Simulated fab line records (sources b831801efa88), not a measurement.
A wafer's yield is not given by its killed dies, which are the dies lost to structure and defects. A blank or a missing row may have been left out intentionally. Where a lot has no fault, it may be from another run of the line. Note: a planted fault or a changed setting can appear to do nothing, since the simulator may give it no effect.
Struck lot and sound lot, side by side + flow sky130 + 16 steps out of a route of 708
Sound: the wafers L664.3, L664.5, L664.6. Struck: wafer L679.1. (L679.2, L679.3 of the same lot were not struck and are left out.) The cause comes at the end.
For every step that has rows: the tool of each side, followed by ch and its chambers, followed by its first start. Under that, the readings that differ: sound wafers + struck wafers + difference of the means + sigmas: that difference in standard deviations of wafers without a fault.
alike: readings with means less than 2 such deviations apart, plus words and numbers identical on both sides. not compared: withheld readings, readings lacking a value on some wafer, bounds such as >300 that could conceal the same value, and numbers that have no deviation in the record and whose values overlap.
Wherever a step has rows on one side only, a row that says differs or no value, or a row with sigmas, the two part there. When numbers do not overlap yet have no deviation, they are printed without sigmas and do not part them. A reading missing from all wafers of one side parts the sides only when that side holds two or more wafers.

first, 8 steps without rows for these wafers: SKY_METAL2_DEHYDRATE_07 (time 60 s); SKY_METAL2_HMDS_08 (prime time 60 s); SKY_METAL2_COAT_09 (resist thk 60 nm); SKY_METAL2_COAT_10 (resist thk 450 nm); SKY_METAL2_SOFTBAKE_11 (time 90 s); SKY_METAL2_EXPOSE_12 (exposes mask MM2, target cd 140 nm); SKY_METAL2_PEB_13; SKY_METAL2_DEVELOP_14 (develop time 60 s).
SKY_METAL2_CD_MEAS_15: target cd 140 nm.
  struck on cd-sem-01, day 40 09:04; sound on cd-sem-01, day 35 18:06
  alike: cd-nm
SKY_METAL2_OVL_MEAS_16:
  struck on overlay-02, day 40 09:11; sound on overlay-02, day 35 18:11
  alike: METAL2_OVL
SKY_METAL2_DESCUM_17: chemistry O2, time 8 s.
  sound on rie-metal-02 ch 0,1, day 35 18:14; struck on rie-metal-02 ch 1, day 40 09:13
| reading                | sound | struck | difference                   | sigmas |
|------------------------|-------|--------|------------------------------|--------|
| rf-hours-counter-h (h) | - - - | 9      | no value on the sound wafers |        |
  alike: drypump-motor-current-A, oes-product-au
SKY_METAL2_ETCH_18: etches BARC in N2/H2, stops on SiO2, time 45.9 s, target depth 60 nm.
  sound on rie-metal-02 ch 0,1, day 35 18:16; struck on rie-metal-02 ch 1, day 40 09:15
| reading                | sound             | struck | difference                   | sigmas |
|------------------------|-------------------|--------|------------------------------|--------|
| oes-product-au (a.u.)  | 0.857 0.856 0.860 | 0.847  | -0.011                       | -2     |
| rf-hours-counter-h (h) | - - -             | 9      | no value on the sound wafers |        |
  alike: drypump-motor-current-A, run-length-s, throttle-valve-pct
SKY_METAL2_METAL_ETCH_19: etches the open film in Cl2/BCl3, stops on SiO2, target depth 360 nm, time 78 s.
  sound on rie-metal-02 ch 0,1, day 35 18:20; struck on rie-metal-02 ch 1, day 40 09:19
| reading                                       | sound             | struck | difference                   | sigmas |
|-----------------------------------------------|-------------------|--------|------------------------------|--------|
| oes-product-au (a.u.)                         | 0.847 0.858 0.855 | 0.901  | +0.048                       | +8     |
| rf-hours-counter-h (h)                        | - - -             | 9      | no value on the sound wafers |        |
| run-length-s (s)                              | 106.4 105.9 106.4 | 101.6  | -4.6                         | -10    |
| model.KrF-thick_of_METAL2_COAT_10.thk-nm (nm) | 156.1 156.6 159.9 | 177.5  | +20.0                        |        |
  alike: drypump-motor-current-A, throttle-valve-pct
SKY_METAL2_STRIP_20: strips in O2/N2.
  sound on plasma-asher-02 ch 0,1, day 35 18:26; struck on plasma-asher-02 ch 0, day 40 09:24
| reading                      | sound          | struck | difference                   | sigmas |
|------------------------------|----------------|--------|------------------------------|--------|
| rf-hours-counter-h (h)       | - - -          | 110    | no value on the sound wafers |        |
| strip-time-to-endpoint-s (s) | 2.66 2.68 2.73 | 2.92   | +0.23                        | +4     |
  alike: drypump-motor-current-A, oes-product-au
then, 1 step without rows for these wafers: SKY_METAL2_STRIP_21 (strips in post etch residue remover, time 1200 s).
-- the record jumps here: 9 days lie between the struck wafers' starts before and after (it left off in module METAL2 and takes up again in module PAD_OPEN, whose first step shown is number 708 of the route) --
SKY_PAD_OPEN_PROBE_99:
  struck on prober-01, day 49 17:51; sound on prober-01, day 46 08:32
  alike: defect-limited-yield, killed_at_M0_to_M3, killed_at_M4_up, killed-at-contacts, killed-at-front-end, killed-at-other, killed-dies, killed-open, killed-short, sort_bin_3_pad_short, sort_bin_5_function, sort_bin_6_memory, sort-n-pass, sort-yield-pct

== WHERE THEY PART ==
First at SKY_METAL2_DESCUM_17; last, within this record, at SKY_METAL2_STRIP_20. Later steps at which nothing parts them and some readings are alike: SKY_PAD_OPEN_PROBE_99.

WHY: what the simulator had put in
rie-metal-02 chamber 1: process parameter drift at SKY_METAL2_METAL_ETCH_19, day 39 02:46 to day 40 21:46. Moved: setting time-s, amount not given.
